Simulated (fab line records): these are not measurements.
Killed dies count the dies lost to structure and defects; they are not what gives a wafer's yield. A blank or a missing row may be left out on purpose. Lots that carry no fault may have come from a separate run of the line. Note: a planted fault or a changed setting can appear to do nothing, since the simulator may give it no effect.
fab line records	flow sky130
record lots=6	wafers=18	last-day=50
route steps=708 shown CONTACT@421 METAL1@434 PAD_OPEN@708
lots with no fault: from the same line, run without faults
start-h: hours from the record's opening day to when the first of the lot's shown wafers began	wait-h: hours from the lot's prior step to this one	" as in the row above	L1.1+2: several wafers, shown together as one row	- value missing, or start not given	* or withheld: withheld	< > ~ a bound
route shown NAME@n: a module of which the file shows steps, and the number in the route of the first	usual: average and standard deviation across the fault-free wafers	same: alike in all rows	chamber/n: place in a boat	sites: each site's reading	_std_site: their standard deviation	_edge_site: the outer-site mean with the inner-site mean subtracted	radius-mm: for every site, how far away it sits from the centre of the wafer	mask NAME#n: copy n	behind: the last tool/chamber to shape the wafer	hold: why the lot was held/for how many hours/how that ended	device: which transistor (n, p or np) failed to switch	end of line: tests of these same wafers at the route's end	a step with no rows: only its recipe	killed: the dies lost at the first sort to structure and to defects; this is not the yield of the wafer	map: a wafer's dies, marking killed ones x, the rest . and places with no die _
set.NAME: the setting the step ran with; set.NAME@STEP: the setting that earlier step ran with	model.NAME: the simulator's own value behind a step, which no gauge read
certain route steps with their lots: each step a table, each wafer a row
services: from which hour (start-h, from the record's first day; less than 0 if before it) a tool's chamber was out of use, for how many hours, and why
## steps
# step SKY_CONTACT_OVL_MEAS_15
# usual CONTACT_OVL=-1/5.6
lot.wafer	tool	chamber	start-h	wait-h	CONTACT_OVL[nm]
L472.1	overlay-01	-	745.08	0.1	2
L472.4	"	-	"	"	0
L472.5	"	-	"	"	5
L478.1	overlay-02	-	807.80	0.1	-3
L478.2	"	-	"	"	2
L478.5	"	-	"	"	-1
L479.2	overlay-01	-	812.64	0.1	7
L479.3	"	-	"	"	6
L479.4	"	-	"	"	1
L487.1	overlay-02	-	867.38	0.1	3
L487.3	"	-	"	"	3
L487.6	"	-	"	"	1
L489.3	overlay-02	-	877.60	0.1	-3
L489.4	"	-	"	"	-5
L489.5	"	-	"	"	-7
L491.1	overlay-02	-	896.08	0.1	-5
L491.2	"	-	"	"	1
L491.4	"	-	"	"	4
# step SKY_CONTACT_ETCH_16
# recipe chemistry=N2/H2	target=BARC	ion-energy-ev=200	source-w=500	bias-w=100	pressure-mtorr=30	n2-flow-sccm=100	h2-flow-sccm=200	stop-on=SiO2	time-s=45.9	target-depth-a=600
# usual drypump-motor-current-A=5.5/0.56	h2-flow-sccm=200.1/0.55	oes-product-au=0.855/0.0049	rf-fwd-power-W=494.3/2.3	throttle-valve-pct=13.225/0.0094
lot.wafer	tool	chamber	start-h	wait-h	drypump-motor-current-A	h2-flow-sccm	oes-product-au	rf-fwd-power-W	rf-hours-counter-h	throttle-valve-pct
L472.1	rie-diel-04	3	745.11	0.0	5.6	200.2	0.859	493.2	16	13.200
L472.4	"	2	"	"	4.8	199.9	0.863	493.1	4	13.214
L472.5	"	3	"	"	5.6	200.0	0.858	492.4	-	13.223
L478.1	rie-diel-02	1	807.84	0.0	5.3	199.7	0.853	495.0	10	13.220
L478.2	"	3	"	"	5.0	200.0	0.857	495.3	7	13.224
L478.5	"	0	"	"	5.7	199.6	0.863	493.1	-	13.241
L479.2	rie-diel-01	1	812.67	0.0	5.0	199.9	0.855	494.6	7	13.227
L479.3	"	0	"	"	6.4	200.4	0.861	497.4	17	13.233
L479.4	"	3	"	"	5.2	199.4	0.855	495.2	4	13.229
L487.1	rie-diel-01	2	867.41	0.0	6.5	199.5	0.863	489.8	21	13.225
L487.3	"	3	"	"	5.2	199.5	0.842	496.9	7	13.231
L487.6	"	0	"	"	6.4	200.3	0.862	497.8	-	13.213
L489.3	rie-diel-02	3	877.62	0.0	5.0	200.7	0.848	495.5	10	13.213
L489.4	"	2	"	"	5.6	199.6	0.854	494.5	-	13.213
L489.5	"	1	"	"	5.3	199.3	0.846	496.5	-	13.227
L491.1	rie-diel-04	2	896.12	0.0	4.9	200.4	0.852	494.0	9	13.230
L491.2	"	1	"	"	5.7	200.2	0.857	493.8	14	13.231
L491.4	"	1	"	"	5.7	199.3	0.854	494.8	-	13.227
# step SKY_CONTACT_ETCH_17
# recipe target=SiO2	chemistry=C4F8/O2/Ar	stop-on=Si3N4	mask-material=KrF-thick	source-w=1500	bias-w=1200	pressure-mtorr=40	c4f8-flow-sccm=withheld	O2_flow_sccm=6	Ar_flow_sccm=300	time-s=withheld	target-depth-a=3400
# usual oes-product-au=0.891/0.005	rf-fwd-power-W=1487/6
lot.wafer	tool	chamber	start-h	wait-h	oes-product-au	rf-fwd-power-W
L472.1	rie-diel-04	3	745.15	0.0	0.886	1481
L472.4	"	2	"	"	0.882	1491
L472.5	"	3	"	"	0.891	1493
L478.1	rie-diel-02	1	807.88	0.0	0.888	1485
L478.2	"	3	"	"	0.885	1490
L478.5	"	0	"	"	0.892	1475
L479.2	rie-diel-01	1	812.71	0.0	0.890	1490
L479.3	"	0	"	"	0.890	1493
L479.4	"	3	"	"	0.895	1493
L487.1	rie-diel-01	2	867.45	0.0	0.891	1481
L487.3	"	3	"	"	0.886	1495
L487.6	"	0	"	"	0.889	1493
L489.3	rie-diel-02	3	877.66	0.0	0.893	1482
L489.4	"	2	"	"	0.892	1486
L489.5	"	1	"	"	0.889	1481
L491.1	rie-diel-04	2	896.16	0.0	0.891	1481
L491.2	"	1	"	"	0.893	1487
L491.4	"	1	"	"	0.896	1481
# step SKY_CONTACT_ETCH_18
# recipe target=Si3N4	chemistry=CHF3/O2	stop-on=TiN	source-w=600	bias-w=200	pressure-mtorr=40	chf3-flow-sccm=50	O2_flow_sccm=5	time-s=39	target-depth-a=750
# step SKY_CONTACT_STRIP_19
# recipe chemistry=O2/N2	power-w=1400	pressure-mtorr=1500	platen-temp-c=withheld	o2-flow-sccm=3000	n2-flow-sccm=300	overash-fraction=0.5
# usual drypump-motor-current-A=5.9/0.35	oes-product-au=0.381/0.005	strip-time-to-endpoint-s=3.62/0.03
lot.wafer	tool	chamber	start-h	wait-h	drypump-motor-current-A	oes-product-au	rf-hours-counter-h	strip-time-to-endpoint-s
L472.1	plasma-asher-02	1	745.24	-	5.6	0.377	0	3.62
L472.4	"	1	"	"	5.6	0.380	-	3.62
L472.5	"	0	"	"	5.9	0.374	-	3.62
L478.1	plasma-asher-02	0	807.97	-	5.9	0.381	5	3.64
L478.2	"	1	"	"	5.6	0.378	5	3.62
L478.5	"	1	"	"	5.6	0.388	-	3.62
L479.2	plasma-asher-03	0	812.80	-	6.3	0.385	97	3.59
L479.3	"	1	"	"	5.7	0.381	-	3.61
L479.4	"	0	"	"	6.3	0.380	-	3.58
L487.1	plasma-asher-01	0	867.54	-	5.3	0.381	41	3.59
L487.3	"	1	"	"	6.2	0.383	-	3.58
L487.6	"	0	"	"	5.3	0.387	-	3.65
L489.3	plasma-asher-02	1	877.79	-	5.6	0.370	-	3.63
L489.4	"	0	"	"	5.9	0.376	-	3.57
L489.5	"	0	"	"	5.9	0.380	-	3.62
L491.1	plasma-asher-01	1	896.25	-	6.3	0.378	44	3.60
L491.2	"	0	"	"	5.3	0.379	44	3.61
L491.4	"	0	"	"	5.3	0.382	-	3.62
# step SKY_CONTACT_STRIP_20
# recipe chemistry=post-etch-residue-remover	time-s=1200	temp-c=72.5
# step SKY_CONTACT_CLEAN_21
# recipe chemistry=IPA	time-s=180	temp-c=25
# step SKY_CONTACT_CLEAN_22
# recipe chemistry=O3/DIW	dry=n2-spin
# step SKY_CONTACT_SPUTTER_23
# recipe material=TiN	target-thk-nm=20	chamber-pressure-pa=5	power-w=4000	time-s=80
# usual throttle-valve-pct=30.1/1.1
lot.wafer	tool	chamber	start-h	wait-h	throttle-valve-pct
L472.1	pvd-sputter-02	-	745.88	0.0	31.7
L472.4	"	-	"	"	29.3
L472.5	"	-	"	"	29.2
L478.1	pvd-sputter-02	-	808.62	0.0	30.7
L478.2	"	-	"	"	29.1
L478.5	"	-	"	"	30.8
L479.2	pvd-sputter-02	-	813.45	0.0	30.4
L479.3	"	-	"	"	29.1
L479.4	"	-	"	"	31.7
L487.1	pvd-sputter-02	-	868.14	0.0	30.5
L487.3	"	-	"	"	29.0
L487.6	"	-	"	"	29.0
L489.3	pvd-sputter-02	-	878.34	0.0	30.4
L489.4	"	-	"	"	31.7
L489.5	"	-	"	"	29.4
L491.1	pvd-sputter-02	-	896.85	0.0	29.0
L491.2	"	-	"	"	30.6
L491.4	"	-	"	"	31.9
# step SKY_CONTACT_CVD_24
# recipe material=W	target-thk-nm=340	time-s=102.12	temp-c=400	pressure-torr=40
# step SKY_CONTACT_RS_MEAS_25
# recipe thk-meas-gauge=four-point-probe	reads=W_of_CONTACT_CVD_24+TiN_of_CONTACT_SPUTTER_23
# usual CONTACT_W_RS=0.340/0.0034
lot.wafer	tool	chamber	start-h	wait-h	CONTACT_W_RS[ohm/sq]
L472.1	film-metro-01	-	746.05	0.1	0.335
L472.4	"	-	"	"	0.341
L472.5	"	-	"	"	0.340
L478.1	film-metro-04	-	808.79	0.1	0.342
L478.2	"	-	"	"	0.345
L478.5	"	-	"	"	0.341
L479.2	film-metro-01	-	813.64	0.1	0.342
L479.3	"	-	"	"	0.345
L479.4	"	-	"	"	0.342
L487.1	film-metro-04	-	868.31	0.1	0.343
L487.3	"	-	"	"	0.348
L487.6	"	-	"	"	0.343
L489.3	film-metro-01	-	878.56	0.1	0.339
L489.4	"	-	"	"	0.335
L489.5	"	-	"	"	0.338
L491.1	film-metro-03	-	897.02	0.1	0.345
L491.2	"	-	"	"	0.338
L491.4	"	-	"	"	0.335
# step SKY_CONTACT_THK_MEAS_26
# recipe thk-meas-gauge=xrf	reads=W_of_CONTACT_CVD_24
# usual CONTACT_W_THK=346/4.8
lot.wafer	tool	chamber	start-h	wait-h	CONTACT_W_THK[nm]
L472.1	film-metro-01	-	746.17	0.1	348
L472.4	"	-	"	"	340
L472.5	"	-	"	"	341
L478.1	film-metro-04	-	808.91	0.1	348
L478.2	"	-	"	"	346
L478.5	"	-	"	"	352
L479.2	film-metro-01	-	813.75	0.1	338
L479.3	"	-	"	"	339
L479.4	"	-	"	"	342
L487.1	film-metro-04	-	868.43	0.1	346
L487.3	"	-	"	"	343
L487.6	"	-	"	"	347
L489.3	film-metro-01	-	878.66	0.1	343
L489.4	"	-	"	"	345
L489.5	"	-	"	"	342
L491.1	film-metro-03	-	897.14	0.1	345
L491.2	"	-	"	"	351
L491.4	"	-	"	"	352
# step SKY_CONTACT_CMP_27
# recipe stop-on=SiO2	t-overpolish-s=15	down-force-psi=3.5	platen-rpm=60	target-thk-nm=0	pad-velocity-m-s=0.94248
# usual edge-zone-pressure-frac=1.000/0.005	head-pressure-psi=3.500/0.0076	motor-current-A=10.9/0.97	overpolish-run-s=14.999/0.0093	t-overpolish-s=15/0	time-to-endpoint-s=80/3.4
lot.wafer	tool	chamber	start-h	wait-h	edge-zone-pressure-frac	head-pressure-psi	motor-current-A	overpolish-run-s	t-overpolish-s	time-to-endpoint-s
L472.1	cmp-01	1	746.23	0.1	0.999	3.507	11.5	14.983	15	86
L472.4	"	3	"	"	0.999	3.505	10.8	14.991	15	77
L472.5	"	2	"	"	1.005	3.500	12.0	14.995	15	82
L478.1	cmp-02	0	808.97	0.1	1.009	3.505	11.2	22.305	22.31	77
L478.2	"	3	"	"	1.003	3.507	9.2	22.314	22.31	80
L478.5	"	0	"	"	1.007	3.492	11.1	22.311	22.31	77
L479.4	cmp-02	3	813.80	0.0	1.003	3.496	9.0	22.293	22.31	83
L479.3	"	0	"	"	1.000	3.496	10.6	22.318	22.31	79
L479.2	"	1	"	"	0.998	3.501	11.6	22.313	22.31	84
L487.3	cmp-02	3	868.54	0.1	0.999	3.505	9.8	15.003	15	79
L487.1	"	0	"	"	1.000	3.496	11.3	15.003	15	78
L487.6	"	3	"	"	1.000	3.498	9.7	15.014	15	80
L489.3	cmp-01	0	878.75	0.1	0.993	3.491	11.4	15.005	15	83
L489.4	"	2	"	"	1.006	3.499	10.9	14.992	15	82
L489.5	"	0	"	"	0.997	3.504	10.9	14.999	15	81
L491.1	cmp-02	3	897.20	0.1	0.998	3.510	9.8	15.000	15	81
L491.2	"	0	"	"	1.004	3.502	11.3	15.015	15	77
L491.4	"	2	"	"	1.000	3.492	9.1	15.012	15	76
# step SKY_METAL1_SPUTTER_00
# recipe material=Ti	target-thk-nm=15	power-w=3000	time-s=10	chamber-pressure-pa=0.4
# usual throttle-valve-pct=30.4/1.1
lot.wafer	tool	chamber	start-h	wait-h	throttle-valve-pct
L472.1	pvd-sputter-01	-	746.53	0.2	30.1
L472.4	"	-	"	"	29.5
L472.5	"	-	"	"	29.4
L478.1	pvd-sputter-04	-	809.27	0.2	30.2
L478.2	"	-	"	"	31.6
L478.5	"	-	"	"	32.7
L479.2	pvd-sputter-04	-	814.10	0.1	32.3
L479.3	"	-	"	"	31.4
L479.4	"	-	"	"	30.2
L487.1	pvd-sputter-01	-	868.79	0.1	28.7
L487.3	"	-	"	"	30.4
L487.6	"	-	"	"	30.1
L489.3	pvd-sputter-01	-	879.00	0.2	30.0
L489.4	"	-	"	"	29.7
L489.5	"	-	"	"	29.4
L491.1	pvd-sputter-04	-	897.50	0.2	30.3
L491.2	"	-	"	"	32.5
L491.4	"	-	"	"	31.3
# step SKY_PAD_OPEN_PROBE_99
# usual killed_at_M0_to_M3=42/6.4	killed_at_M4_up=3.2/1.9	killed-at-contacts=24/4.8	killed-at-front-end=16/4.4	killed-at-other=0.3/0.55	killed-dies=86/8.6	killed-open=46/6.6	killed-short=39/5.7
# same gross-dies=492	killed-at-back-side=0
lot.wafer	tool	chamber	start-h	wait-h	killed_at_M0_to_M3	killed_at_M4_up	killed-at-contacts	killed-at-front-end	killed-at-other	killed-dies	killed-open	killed-short
L472.1	prober-01	-	1082.78	0.1	52	3	29	19	0	103	63	40
L472.4	prober-01	-	1082.93	0.2	55	3	23	25	0	106	58	48
L472.5	prober-01	-	1082.98	0.2	45	3	22	19	0	89	47	42
L487.1	prober-01	-	1172.37	0.1	47	3	21	16	0	87	48	39
L487.3	prober-01	-	1172.47	0.2	40	2	20	9	0	71	37	34
L487.6	prober-01	-	1172.62	0.2	40	6	15	19	0	80	41	39
L489.3	prober-01	-	1178.48	0.2	37	3	16	14	0	70	44	26
L489.4	prober-01	-	1178.53	0.2	53	4	23	24	0	104	50	54
L489.5	prober-01	-	1178.58	0.2	49	2	27	12	0	90	48	42
L491.1	prober-02	-	1191.57	0.1	40	2	21	20	0	83	52	31
L491.2	prober-02	-	1191.62	0.1	45	3	13	12	0	73	37	36
L491.4	prober-02	-	1191.72	0.2	41	1	25	16	1	84	46	38
# killed by level:class
L472.1 VIA1:geometric-particle:open=14 VIA3:geometric-particle:open=12 LI_CONTACT:geometric-particle:open=10 VIA2:geometric-particle:open=8 CONTACT:geometric-particle:open=7 METAL2:geometric-particle:short=6 POLY_GATE:geometric-particle:short=5 LOCAL_INTERCONNECT:geometric-particle:short=5
L472.4 VIA1:geometric-particle:open=12 POLY_GATE:geometric-particle:open=9 FIELD_ISO:geometric-particle:open=7 METAL1:geometric-particle:short=7 VIA3:geometric-particle:open=7 LI_CONTACT:geometric-particle:open=6 CONTACT:geometric-particle:open=6 METAL2:geometric-particle:short=6
L472.5 VIA1:geometric-particle:open=12 VIA2:geometric-particle:open=9 CONTACT:geometric-particle:short=7 CONTACT:geometric-particle:open=7 FIELD_ISO:geometric-particle:short=6 VIA3:geometric-particle:open=5 FIELD_ISO:geometric-particle:open=4 LOCAL_INTERCONNECT:geometric-particle:short=4
L487.1 VIA3:geometric-particle:open=12 VIA1:geometric-particle:open=8 POLY_GATE:geometric-particle:open=6 METAL1:geometric-particle:short=6 METAL2:geometric-particle:short=6 LI_CONTACT:geometric-particle:open=5 CONTACT:geometric-particle:short=5 CONTACT:geometric-particle:open=5
L487.3 VIA1:geometric-particle:open=9 LI_CONTACT:geometric-particle:open=6 METAL1:geometric-particle:short=6 VIA3:geometric-particle:open=6 LI_CONTACT:geometric-particle:short=5 METAL2:geometric-particle:short=5 CONTACT:geometric-particle:open=4 VIA2:geometric-particle:short=4
L487.6 VIA1:geometric-particle:open=11 CONTACT:geometric-particle:open=7 VIA1:geometric-particle:short=6 METAL2:geometric-particle:short=6 VIA2:geometric-particle:open=6 FIELD_ISO:geometric-particle:short=5 LI_CONTACT:geometric-particle:open=5 POLY_GATE:geometric-particle:short=5
L489.3 CONTACT:geometric-particle:open=10 VIA1:geometric-particle:open=6 VIA3:geometric-particle:open=6 METAL2:geometric-particle:short=5 POLY_GATE:geometric-particle:open=5 VIA1:geometric-particle:short=4 VIA2:geometric-particle:short=4 FIELD_ISO:geometric-particle:open=3
L489.4 VIA1:geometric-particle:open=13 METAL1:geometric-particle:short=9 CONTACT:geometric-particle:open=8 FIELD_ISO:geometric-particle:open=7 FIELD_ISO:geometric-particle:short=6 LOCAL_INTERCONNECT:geometric-particle:short=5 CONTACT:geometric-particle:short=5 METAL1:geometric-particle:open=5
L489.5 CONTACT:geometric-particle:open=10 VIA1:geometric-particle:open=9 VIA2:geometric-particle:open=8 METAL1:geometric-particle:short=7 LI_CONTACT:geometric-particle:open=6 VIA3:geometric-particle:open=6 LOCAL_INTERCONNECT:geometric-particle:short=5 VIA1:geometric-particle:short=5
L491.1 CONTACT:geometric-particle:open=12 VIA3:geometric-particle:open=11 FIELD_ISO:geometric-particle:open=8 VIA1:geometric-particle:open=5 VIA2:geometric-particle:open=5 LI_CONTACT:geometric-particle:open=4 FIELD_ISO:geometric-particle:short=4 VIA1:geometric-particle:short=4
L491.2 VIA1:geometric-particle:open=7 VIA3:geometric-particle:open=7 VIA1:geometric-particle:short=6 VIA2:geometric-particle:open=6 VIA2:geometric-particle:short=5 LI_CONTACT:geometric-particle:open=4 VIA3:geometric-particle:short=4 POLY_GATE:geometric-particle:open=3
L491.4 CONTACT:geometric-particle:open=10 LI_CONTACT:geometric-particle:open=8 VIA3:geometric-particle:open=8 VIA1:geometric-particle:short=7 FIELD_ISO:geometric-particle:short=5 METAL1:geometric-particle:short=5 VIA1:geometric-particle:open=5 METAL2:geometric-particle:short=4
## services
tool	chamber	start-h	hours	kind
rie-diel-04	3	722.26	1.4	repair
pvd-sputter-04	-	733.63	2.4	repair
plasma-asher-02	-	733.75	9.0	pm
plasma-asher-02	0	733.75	9.0	vent-cycle
cmp-02	-	744.27	4.0	pm
pvd-sputter-04	-	745.15	0.5	repair
pvd-sputter-02	-	748.00	1.4	repair
cmp-01	-	748.09	0.5	repair
cmp-02	-	748.27	-	consumable-replace:conditioner
cmp-02	-	748.27	-	consumable-replace:pad
rie-diel-02	-	784.56	0.1	repair
plasma-asher-02	-	792.56	14.6	pm
rie-diel-04	-	796.02	0.2	repair
cmp-01	-	806.23	4.0	pm
rie-diel-04	3	811.53	132.0	repair
rie-diel-01	-	813.41	2.8	pm
cmp-02	-	814.81	1.1	repair
cmp-02	-	817.89	4.6	pm
cmp-02	-	827.11	2.0	repair
cmp-01	-	827.75	5.2	repair
rie-diel-02	-	851.03	0.2	repair
plasma-asher-03	-	872.48	0.4	repair
rie-diel-01	1	876.91	86.9	repair
rie-diel-02	0	876.93	2.8	repair
## key
first-sign step=SKY_CONTACT_CMP_27	reading=t-overpolish-s	direction=up	sigmas=99+	usual=15	struck=22.31
effect step=SKY_CONTACT_CMP_27	reading=overpolish-run-s	direction=up	sigmas=99+	usual=14.999	struck=22.309
met-at SKY_CONTACT_CMP_27
struck-wafers L478.1,L478.2,L478.5,L479.2,L479.3,L479.4
tester-left-out L478,L479
fault kind=process-parameter-drift	tool=cmp-02	chamber=-	onset-h=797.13	steps=SKY_CONTACT_CMP_27	channel=t-overpolish-s	offset=7.3096	shape=step	end-h=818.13	acts-in=these-recipes-only	stated=15
# tester-left-out: of these lots the tester's yield and bins aren't shown, on N5 and GAA mostly nor the transistor test; their killed dies are dies lost to structure and defects alone, not to doping, threshold or leakage, so they don't give the yield
